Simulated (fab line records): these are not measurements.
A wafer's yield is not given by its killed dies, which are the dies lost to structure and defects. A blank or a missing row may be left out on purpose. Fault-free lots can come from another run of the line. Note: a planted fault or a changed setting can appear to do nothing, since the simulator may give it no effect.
fab line records	flow sky130	part 1 of 2: steps 1 to 42 of 43
[record] lots = 6	wafers = 18	lastDay = 50
route steps=708 shown METAL1@442 VIA1@458 METAL2@483 PAD_OPEN@708
lots that met no fault: from a run of the same line without faults
startH: start of the lot's first displayed wafer, in hours after the record's first day	waitH: hours elapsed since this lot's preceding step	" unchanged from the row above	L1.1+2: several wafers, shown together as one row	- no value, or no start was given	* or withheld: withheld	< > ~ a bound
route shown NAME@n: a module of which the file shows steps, and the number in the route of the first	usual: mean/standard deviation of fault-free wafers	same: alike in all rows	chamber/n: place in a boat	sites: per-site readings	_std_site: their standard deviation	_edge_site: inner sites' mean taken away from outer sites' mean	radiusMm: for every site, how far away it sits from the centre of the wafer	mask NAME#n: copy n	behind: tool/chamber where the wafer was last shaped	hold: cause of the lot's hold/its duration in hours/its outcome	device: the n, p or np transistor that did not switch	end of line: tests run on the same wafers once the route is complete	where a step has no rows: the recipe by itself	killed: not the wafer's yield, but the dies lost to structure and defects at the first sort	map: a wafer's dies, marking killed ones x, the rest . and places with no die _
set.NAME: the setting the step ran with; set.NAME@STEP: the setting that earlier step ran with	model.NAME: the simulator's own value behind a step, which no gauge read
lots at selected steps of the route; one table per step, one row per wafer
services: the hour from which a tool's chamber was out of use, counted from the record's first day as startH (under 0 if before that day), plus the number of hours and why
[[steps]]
[step SKY_METAL1_HMDS_08]
[recipe] primeTimeS = 60	primeTempC = 120
[step SKY_METAL1_COAT_09]
[recipe] resist = BARC	tempC = withheld	timeS = withheld	spinRpm = 3000	resistThkNm = 60
[step SKY_METAL1_COAT_10]
[recipe] resist = KrF-thick	spinRpm = 3000	resistThkNm = 450
[step SKY_METAL1_SOFTBAKE_11]
[recipe] tempC = 100	timeS = 90	resist = KrF-thick
[step SKY_METAL1_EXPOSE_12]
[recipe] maskId = MM1	na = 0.8	sourceShape = annular	sigmaInner = 0.55	sigmaOuter = 0.85	targetCdNm = 140	doseMj = 28
[step SKY_METAL1_PEB_13]
[recipe] pebTempC = withheld	pebTimeS = withheld	resist = KrF-thick
[step SKY_METAL1_DEVELOP_14]
[recipe] developTimeS = 60	resist = KrF-thick	devTempC = 20.62
[step SKY_METAL1_CD_MEAS_15]
[recipe] targetCdNm = 140
[usual] cdNm = 140.5/1.8
lot.wafer	tool	chamber	startH	waitH	cdNm
L883.4	cdSem-01	-	790.39	-	141.4
L883.5	"	-	"	"	140.6
L883.6	"	-	"	"	140.6
L889.1	cdSem-01	-	827.12	-	138.2
L889.4	"	-	"	"	138.8
L889.5	"	-	"	"	138.1
L890.2	cdSem-02	-	829.64	-	141.4
L890.4	"	-	"	"	141.1
L890.5	"	-	"	"	141.1
L894.4	cdSem-02	-	875.18	-	141.7
L894.5	"	-	"	"	139.4
L894.6	"	-	"	"	140.3
L896.2	cdSem-01	-	893.37	-	138.4
L896.3	"	-	"	"	139.7
L896.4	"	-	"	"	139.8
L901.2	cdSem-02	-	934.24	-	140.1
L901.3	"	-	"	"	139.7
L901.6	"	-	"	"	139.4
[step SKY_METAL1_OVL_MEAS_16]
[usual] METAL1_OVL = 1/5.1
lot.wafer	tool	chamber	startH	waitH	METAL1_OVL[nm]
L883.4	overlay-02	-	790.46	0.1	-3
L883.5	"	-	"	"	-5
L883.6	"	-	"	"	-5
L889.1	overlay-01	-	827.24	0.1	9
L889.4	"	-	"	"	5
L889.5	"	-	"	"	14
L890.2	overlay-01	-	829.74	0.1	-4
L890.4	"	-	"	"	-5
L890.5	"	-	"	"	-2
L894.4	overlay-02	-	875.26	0.1	-9
L894.5	"	-	"	"	4
L894.6	"	-	"	"	-2
L896.2	overlay-02	-	893.48	0.1	-3
L896.3	"	-	"	"	7
L896.4	"	-	"	"	-7
L901.2	overlay-02	-	934.35	0.1	4
L901.3	"	-	"	"	5
L901.6	"	-	"	"	-4
[step SKY_METAL1_DESCUM_17]
[recipe] chemistry = O2	sourcePowerW = 150	biasPowerW = 0	pressureMtorr = 10	tempC = 40	timeS = 8
[step SKY_METAL1_ETCH_18]
[recipe] chemistry = N2/H2	target = BARC	ionEnergyEv = 200	biasW = 100	pressureMtorr = 30	n2FlowSccm = 100	h2FlowSccm = 200	icpW = 500	stopOn = SiO2	timeS = 45.9	targetDepthA = 600
[usual] drypumpMotorCurrentA = 5.6/0.35	heBacksideLeakSccm = 3.4/0.39	oesProductAu = 0.854/0.005	throttleValvePct = 13.224/0.0089
[same] timeS = 45.9
lot.wafer	tool	chamber	startH	waitH	drypumpMotorCurrentA	heBacksideLeakSccm	oesProductAu	rfHoursCounterH	throttleValvePct
L883.4	rieMetal-02	0	790.53	0.0	5.6	3.3	0.860	-	13.202
L883.5	"	0	"	"	5.6	3.1	0.845	-	13.209
L883.6	"	1	"	"	6.0	3.5	0.857	-	13.235
L889.1	rieMetal-02	0	827.34	0.1	5.7	3.3	0.847	5	13.223
L889.4	"	0	"	"	5.6	3.3	0.848	-	13.223
L889.5	"	0	"	"	5.6	3.3	0.857	-	13.223
L890.2	rieMetal-02	0	829.81	0.0	5.6	3.2	0.851	6	13.232
L890.4	"	0	"	"	5.6	3.2	0.856	-	13.226
L890.5	"	0	"	"	5.6	3.1	0.859	-	13.228
L894.4	rieMetal-02	1	875.33	0.0	6.0	3.6	0.852	-	13.231
L894.5	"	1	"	"	6.0	3.5	0.857	-	13.228
L894.6	"	0	"	"	5.6	3.2	0.866	-	13.211
L896.2	rieMetal-03	1	893.59	0.1	6.4	2.9	0.855	-	13.212
L896.3	"	1	"	"	6.4	3.1	0.851	-	13.214
L896.4	"	1	"	"	6.4	3.3	0.854	-	13.221
L901.2	rieMetal-03	1	934.41	0.0	6.4	3.6	0.859	13	13.225
L901.3	"	1	"	"	6.4	3.6	0.858	-	13.229
L901.6	"	1	"	"	6.4	3.5	0.863	-	13.216
[step SKY_METAL1_METAL_ETCH_19]
[recipe] targetDepthA = 3600	stopOn = SiO2	overEtchFrac = 0.3	timeS = 78	chemistry = Cl2/BCl3	resistSidewallDeg = 88	pressureMtorr = 10	icpW = 900	biasW = 48.5	Cl2_flow_sccm = 60	bcl3FlowSccm = 30
[usual] drypumpMotorCurrentA = 5.6/0.34	heBacksideLeakSccm = 3.37/0.21	oesProductAu = 0.854/0.0061	throttleValvePct = 22.265/0.0093
[same] timeS = 78
lot.wafer	tool	chamber	startH	waitH	drypumpMotorCurrentA	heBacksideLeakSccm	oesProductAu	rfHoursCounterH	throttleValvePct
L883.4	rieMetal-02	0	790.61	0.1	5.6	3.19	0.858	-	22.281
L883.5	"	0	"	"	5.6	3.31	0.859	-	22.256
L883.6	"	1	"	"	6.0	3.34	0.862	-	22.276
L889.1	rieMetal-02	0	827.46	0.1	5.6	3.31	0.860	5	22.268
L889.4	"	0	"	"	5.6	3.37	0.858	-	22.272
L889.5	"	0	"	"	5.6	3.24	0.856	-	22.270
L890.2	rieMetal-02	0	829.87	0.0	5.6	3.21	0.852	6	22.272
L890.4	"	0	"	"	5.6	3.11	0.845	-	22.276
L890.5	"	0	"	"	5.6	3.15	0.829	-	22.255
L894.4	rieMetal-02	1	875.40	0.1	6.0	3.30	0.859	-	22.267
L894.5	"	1	"	"	6.0	3.31	0.854	-	22.266
L894.6	"	0	"	"	5.6	3.16	0.849	-	22.253
L896.2	rieMetal-03	1	893.73	0.1	6.3	3.21	0.860	-	22.261
L896.3	"	1	"	"	6.4	3.41	0.852	-	22.256
L896.4	"	1	"	"	6.4	3.32	0.846	-	22.266
L901.2	rieMetal-03	1	934.47	0.0	6.4	3.54	0.856	13	22.242
L901.3	"	1	"	"	6.4	3.64	0.854	-	22.262
L901.6	"	1	"	"	6.4	3.55	0.851	-	22.263
[step SKY_METAL1_STRIP_20]
[recipe] chemistry = O2/N2	powerW = 1400	pressureMtorr = 1500	platenTempC = withheld	o2FlowSccm = 3000	n2FlowSccm = 300	overashFraction = 0.5
[usual] drypumpMotorCurrentA = 5.9/0.49	oesProductAu = 0.343/0.0049	stripTimeToEndpointS = 2.699/0.029
lot.wafer	tool	chamber	startH	waitH	drypumpMotorCurrentA	oesProductAu	rfHoursCounterH	stripTimeToEndpointS
L883.4	plasmaAsher-01	1	790.70	0.1	6.4	0.340	-	2.727
L883.5	"	0	"	"	5.5	0.338	-	2.704
L883.6	"	1	"	"	6.4	0.347	-	2.749
L889.1	plasmaAsher-03	1	827.64	0.1	6.5	0.343	92	2.717
L889.4	"	1	"	"	6.5	0.348	-	2.717
L889.5	"	1	"	"	6.5	0.343	-	2.722
L890.2	plasmaAsher-01	0	829.96	0.1	5.5	0.353	74	2.752
L890.4	"	0	"	"	5.5	0.343	-	2.747
L890.5	"	0	"	"	5.5	0.339	-	2.750
L894.4	plasmaAsher-01	0	875.49	0.1	5.5	0.335	-	2.715
L894.5	"	1	"	"	6.4	0.345	-	2.685
L894.6	"	0	"	"	5.5	0.347	-	2.695
L896.2	plasmaAsher-01	1	893.88	0.1	6.4	0.343	80	2.688
L896.3	"	0	"	"	5.5	0.343	-	2.693
L896.4	"	1	"	"	6.4	0.336	-	2.702
L901.2	plasmaAsher-03	0	934.56	0.1	5.5	0.341	102	2.699
L901.3	"	0	"	"	5.5	0.342	-	2.665
L901.6	"	1	"	"	6.5	0.334	-	2.663
[step SKY_METAL1_STRIP_21]
[recipe] chemistry = postEtchResidueRemover	timeS = 1200	tempC = 72.5
[step SKY_METAL1_CLEAN_22]
[recipe] chemistry = IPA	timeS = 180	tempC = 25
[step SKY_METAL1_CLEAN_23]
[recipe] chemistry = O3/DIW	dry = n2Spin
[step SKY_VIA1_HDPCVD_00]
[recipe] material = SiO2	targetThkNm = 1030	sigmaOpenFrac = 0.3	timeS = 171.7	tempC = 400	sih4FlowSccm = 60	pressureMtorr = 6
[step SKY_VIA1_THK_MEAS_01]
[recipe] reads = SiO2_of_VIA1_HDPCVD_00
[usual] VIA1_HDPCVD_THK = 1036/11
lot.wafer	tool	chamber	startH	waitH	VIA1_HDPCVD_THK[nm]
L883.4	filmMetro-04	-	791.48	0.0	1033
L883.5	"	-	"	"	1029
L883.6	"	-	"	"	1038
L889.1	filmMetro-02	-	828.40	0.1	1019
L889.4	"	-	"	"	1034
L889.5	"	-	"	"	1025
L890.2	filmMetro-04	-	830.67	0.1	1026
L890.4	"	-	"	"	1043
L890.5	"	-	"	"	1031
L894.4	filmMetro-02	-	876.22	0.0	1022
L894.5	"	-	"	"	1046
L894.6	"	-	"	"	1040
L896.2	filmMetro-02	-	894.65	0.1	1011
L896.3	"	-	"	"	1016
L896.4	"	-	"	"	1010
L901.2	filmMetro-02	-	935.35	0.1	1043
L901.3	"	-	"	"	1035
L901.6	"	-	"	"	1043
[step SKY_VIA1_CMP_02]
[recipe] material = SiO2	downForcePsi = 4	platenRpm = 60	padVelocityMS = 0.94248
[usual] motorCurrentA = 12.7/0.97
lot.wafer	tool	chamber	startH	waitH	motorCurrentA
L883.4	cmp-02	3	791.61	0.1	11.8
L883.5	"	1	"	"	13.1
L883.6	"	2	"	"	13.2
L889.1	cmp-02	3	828.47	0.1	11.3
L889.4	"	2	"	"	13.6
L889.5	"	3	"	"	11.3
L890.2	cmp-01	2	830.72	0.0	14.0
L890.4	"	3	"	"	12.7
L890.5	"	2	"	"	13.8
L894.4	cmp-02	3	876.35	0.1	11.6
L894.6	"	1	"	"	13.4
L894.5	"	2	"	"	14.0
L896.3	cmp-01	0	894.75	0.1	11.7
L896.2	"	1	"	"	13.3
L896.4	"	2	"	"	13.4
L901.3	cmp-01	2	935.40	0.0	14.4
L901.2	"	1	"	"	13.7
L901.6	"	3	"	"	12.4
[step SKY_VIA1_BOW_MEAS_03]
[recipe] mode = bow
[usual] VIA1_BOW = 80/7.1
lot.wafer	tool	chamber	startH	waitH	VIA1_BOW[um]
L883.4	filmMetro-01	-	791.87	0.2	94
L883.5	"	-	"	"	83
L883.6	"	-	"	"	83
L889.1	filmMetro-01	-	828.80	0.3	72
L889.4	"	-	"	"	64
L889.5	"	-	"	"	79
L890.2	filmMetro-04	-	831.04	0.3	63
L890.4	"	-	"	"	66
L890.5	"	-	"	"	71
L894.4	filmMetro-04	-	876.61	0.2	85
L894.5	"	-	"	"	89
L894.6	"	-	"	"	72
L896.2	filmMetro-02	-	895.02	0.2	82
L896.3	"	-	"	"	84
L896.4	"	-	"	"	86
L901.2	filmMetro-02	-	935.72	0.1	85
L901.3	"	-	"	"	82
L901.6	"	-	"	"	76
[step SKY_VIA1_DEHYDRATE_04]
[recipe] tempC = 200	timeS = 60
[step SKY_VIA1_HMDS_05]
[recipe] primeTimeS = 60	primeTempC = 120
[step SKY_VIA1_COAT_06]
[recipe] resist = BARC	tempC = withheld	timeS = withheld	spinRpm = 3000	resistThkNm = 60
[step SKY_VIA1_COAT_07]
[recipe] resist = KrF-thick	spinRpm = 3000	resistThkNm = 450
[step SKY_VIA1_SOFTBAKE_08]
[recipe] tempC = 100	timeS = 90	resist = KrF-thick
[step SKY_VIA1_EXPOSE_09]
[recipe] maskId = VIM	na = 0.8	sourceShape = annular	sigmaInner = 0.55	sigmaOuter = 0.85	targetCdNm = 150	doseMj = 38
[step SKY_VIA1_PEB_10]
[recipe] pebTempC = withheld	pebTimeS = withheld	resist = KrF-thick
[step SKY_VIA1_DEVELOP_11]
[recipe] developTimeS = 60	resist = KrF-thick	devTempC = 21
[step SKY_VIA1_CD_MEAS_12]
[recipe] targetCdNm = 150
[usual] cdNm = 150.1/1.5
lot.wafer	tool	chamber	startH	waitH	cdNm
L883.4	cdSem-02	-	816.81	-	148.6
L883.5	"	-	"	"	149.6
L883.6	"	-	"	"	150.8
L889.1	cdSem-01	-	854.64	-	150.7
L889.4	"	-	"	"	150.4
L889.5	"	-	"	"	150.0
L890.2	cdSem-01	-	856.56	-	150.9
L890.4	"	-	"	"	151.8
L890.5	"	-	"	"	151.8
L894.4	cdSem-01	-	901.66	-	151.7
L894.5	"	-	"	"	152.3
L894.6	"	-	"	"	151.7
L896.2	cdSem-01	-	919.05	-	148.9
L896.3	"	-	"	"	150.1
L896.4	"	-	"	"	148.5
L901.2	cdSem-02	-	960.70	-	150.8
L901.3	"	-	"	"	151.6
L901.6	"	-	"	"	150.9
[step SKY_VIA1_OVL_MEAS_13]
[usual] VIA1_OVL = -1/6.8
lot.wafer	tool	chamber	startH	waitH	VIA1_OVL[nm]
L883.4	overlay-02	-	816.89	0.1	0
L883.5	"	-	"	"	-1
L883.6	"	-	"	"	6
L889.1	overlay-02	-	854.76	0.1	-7
L889.4	"	-	"	"	2
L889.5	"	-	"	"	-1
L890.2	overlay-02	-	856.66	0.1	-4
L890.4	"	-	"	"	-3
L890.5	"	-	"	"	-16
L894.4	overlay-02	-	901.74	0.1	-7
L894.5	"	-	"	"	-5
L894.6	"	-	"	"	-8
L896.2	overlay-01	-	919.15	0.1	-7
L896.3	"	-	"	"	4
L896.4	"	-	"	"	0
L901.2	overlay-01	-	960.81	0.1	-9
L901.3	"	-	"	"	-6
L901.6	"	-	"	"	-6
[step SKY_VIA1_ETCH_14]
[recipe] chemistry = N2/H2	target = BARC	ionEnergyEv = 200	sourceW = 500	biasW = 100	pressureMtorr = 30	n2FlowSccm = 100	h2FlowSccm = 200	stopOn = SiO2	timeS = 45.9	targetDepthA = 600
[step SKY_VIA1_ETCH_15]
[recipe] target = SiO2	chemistry = C4F8/O2/Ar	targetDepthNm = 351	stopOn = TiN	maskMaterial = KrF-thick	sourceW = 1500	biasW = 1200	pressureMtorr = 40	c4f8FlowSccm = withheld	O2_flow_sccm = 6	Ar_flow_sccm = 300	timeS = 54
[step SKY_VIA1_STRIP_16]
[recipe] chemistry = O2/N2	powerW = 1400	pressureMtorr = 1500	platenTempC = withheld	o2FlowSccm = 3000	n2FlowSccm = 300	overashFraction = 0.5
[step SKY_VIA1_STRIP_17]
[recipe] chemistry = postEtchResidueRemover	timeS = 1200	tempC = 72.5
[step SKY_VIA1_CLEAN_18]
[recipe] chemistry = IPA	timeS = 180	tempC = 25
[step SKY_VIA1_CLEAN_19]
[recipe] chemistry = O3/DIW	dry = n2Spin
[step SKY_VIA1_SPUTTER_20]
[recipe] material = TiN	targetThkNm = 20	chamberPressurePa = 5	powerW = 4000	timeS = 80
[usual] throttleValvePct = 29.9/0.71
[same] timeS = 80
lot.wafer	tool	chamber	startH	waitH	throttleValvePct
L883.4	pvdSputter-02	-	817.65	0.0	30.9
L883.5	"	-	"	"	28.6
L883.6	"	-	"	"	30.8
L889.1	pvdSputter-04	-	855.47	0.0	29.8
L889.4	"	-	"	"	29.9
L889.5	"	-	"	"	30.3
L890.2	pvdSputter-02	-	857.41	0.0	29.9
L890.4	"	-	"	"	29.6
L890.5	"	-	"	"	28.6
L894.4	pvdSputter-04	-	902.44	0.0	30.8
L894.5	"	-	"	"	29.9
L894.6	"	-	"	"	30.2
L896.2	pvdSputter-02	-	919.87	0.0	30.6
L896.3	"	-	"	"	29.7
L896.4	"	-	"	"	28.6
L901.2	pvdSputter-02	-	961.55	0.0	31.1
L901.3	"	-	"	"	29.6
L901.6	"	-	"	"	29.8
[step SKY_VIA1_CVD_21]
[recipe] material = W	targetThkNm = 270	timeS = 80.902	tempC = 400	pressureTorr = 40
[step SKY_VIA1_RS_MEAS_22]
[recipe] thkMeasGauge = four-point-probe	reads = W_of_VIA1_CVD_21+TiN_of_VIA1_SPUTTER_20
[usual] VIA1_W_RS = 0.422/0.0058
lot.wafer	tool	chamber	startH	waitH	VIA1_W_RS[ohm/sq]
L883.4	filmMetro-01	-	817.87	0.1	0.425
L883.5	"	-	"	"	0.428
L883.6	"	-	"	"	0.430
L889.1	filmMetro-01	-	855.63	0.1	0.419
L889.4	"	-	"	"	0.422
L889.5	"	-	"	"	0.428
L890.2	filmMetro-02	-	857.58	0.1	0.411
L890.4	"	-	"	"	0.415
L890.5	"	-	"	"	0.422
L894.4	filmMetro-01	-	902.65	0.1	0.412
L894.5	"	-	"	"	0.415
L894.6	"	-	"	"	0.427
L896.2	filmMetro-01	-	920.13	0.1	0.427
L896.3	"	-	"	"	0.435
L896.4	"	-	"	"	0.427
L901.2	filmMetro-04	-	961.73	0.1	0.424
L901.3	"	-	"	"	0.425
L901.6	"	-	"	"	0.414
[step SKY_VIA1_THK_MEAS_23]
[recipe] thkMeasGauge = xrf	reads = W_of_VIA1_CVD_21
[usual] VIA1_W_THK = 264/5.4
lot.wafer	tool	chamber	startH	waitH	VIA1_W_THK[nm]
L883.4	filmMetro-01	-	817.96	0.1	261
L883.5	"	-	"	"	258
L883.6	"	-	"	"	257
L889.1	filmMetro-01	-	855.75	0.1	260
L889.4	"	-	"	"	258
L889.5	"	-	"	"	255
L890.2	filmMetro-02	-	857.69	0.1	272
L890.4	"	-	"	"	269
L890.5	"	-	"	"	265
L894.4	filmMetro-01	-	902.74	0.1	267
L894.5	"	-	"	"	267
L894.6	"	-	"	"	258
L896.2	filmMetro-01	-	920.24	0.1	258
L896.3	"	-	"	"	255
L896.4	"	-	"	"	259
L901.2	filmMetro-04	-	961.84	0.1	267
L901.3	"	-	"	"	266
L901.6	"	-	"	"	272
[step SKY_VIA1_CMP_24]
[recipe] stopOn = SiO2	tOverpolishS = 15	downForcePsi = 3.5	platenRpm = 60	targetThkNm = 0	padVelocityMS = 0.94248
[step SKY_METAL2_SPUTTER_00]
[recipe] material = Ti	targetThkNm = 15	powerW = 3000	timeS = 10	chamberPressurePa = 0.4
[usual] throttleValvePct = 30.0/1.5
[same] timeS = 10
lot.wafer	tool	chamber	startH	waitH	throttleValvePct
L883.4	pvdSputter-03	-	818.29	0.1	32.8
L883.5	"	-	"	"	30.4
L883.6	"	-	"	"	28.2
L889.1	pvdSputter-02	-	856.11	0.1	30.8
L889.4	"	-	"	"	29.7
L889.5	"	-	"	"	29.6
L890.2	pvdSputter-02	-	858.10	0.1	28.9
L890.4	"	-	"	"	30.0
L890.5	"	-	"	"	29.6
L894.4	pvdSputter-01	-	903.07	0.1	30.0
L894.5	"	-	"	"	29.0
L894.6	"	-	"	"	29.8
L896.2	pvdSputter-01	-	920.59	0.1	29.5
L896.3	"	-	"	"	31.5
L896.4	"	-	"	"	29.0
L901.2	pvdSputter-03	-	962.19	0.1	30.5
L901.3	"	-	"	"	28.6
L901.6	"	-	"	"	33.0
